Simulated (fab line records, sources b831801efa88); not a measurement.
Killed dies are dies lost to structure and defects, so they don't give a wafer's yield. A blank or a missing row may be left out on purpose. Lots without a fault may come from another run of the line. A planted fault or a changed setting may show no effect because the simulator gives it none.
Chamber matching | flow sky130 | SKY_VIA1_CMP_24 on cmp-02: 4 sister chambers
The step polishes, stops on SiO2, t overpolish 15 s, target thk 0 nm. 4 wafers are shown with their chamber, then 8 later ones without.

WAFERS WITH THEIR CHAMBER
wafer  | chamber | motor_current_A (A)
L579.1 | 2       | 10.5
L579.2 | 3       | 10.7
L579.4 | 0       | 11.6
L585.2 | 1       | 10.8

WAFERS WITHOUT THEIR CHAMBER
wafer  | motor_current_A (A)
L585.4 | 11.8
L585.6 | 11.3
L586.2 | 10.7
L586.3 | 10.1
L586.4 | 11.6
L589.2 | 11.2
L589.5 | 11.3
L589.6 | 9.9

WHICH CHAMBER EACH WENT THROUGH
wafer  | from the rows above               | in truth
L585.4 | 0                                 | 0
L585.6 | can't be placed: 0 or 1 or 3 or 2 | 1
L586.2 | can't be placed: 3 or 1 or 2      | 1
L586.3 | can't be placed: 2 or 3 or 1      | 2
L586.4 | 0                                 | 0
L589.2 | can't be placed: 1 or 0 or 3 or 2 | 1
L589.5 | can't be placed: 0 or 1 or 3 or 2 | 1
L589.6 | can't be placed: 2 or 3 or 1      | 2
Placed correctly: 2 of 8. Can't be placed from these rows: 6 (the true chamber is among the candidates in 6). Placed wrongly: 0.
How it was worked out, from the rows above alone: a wafer's distance from a chamber is the root of the sum, over the readings, of the square of ((its reading less the chamber's mean) divided by the reading's scatter). The wafer belongs to the nearest chamber; if the next one is less than 2 further off, it can't be placed. A chamber's mean is the mean of its shown wafers. The scatter: with one shown wafer a chamber, the root of the mean of the squares of how far each hidden wafer lies from its nearest shown one.
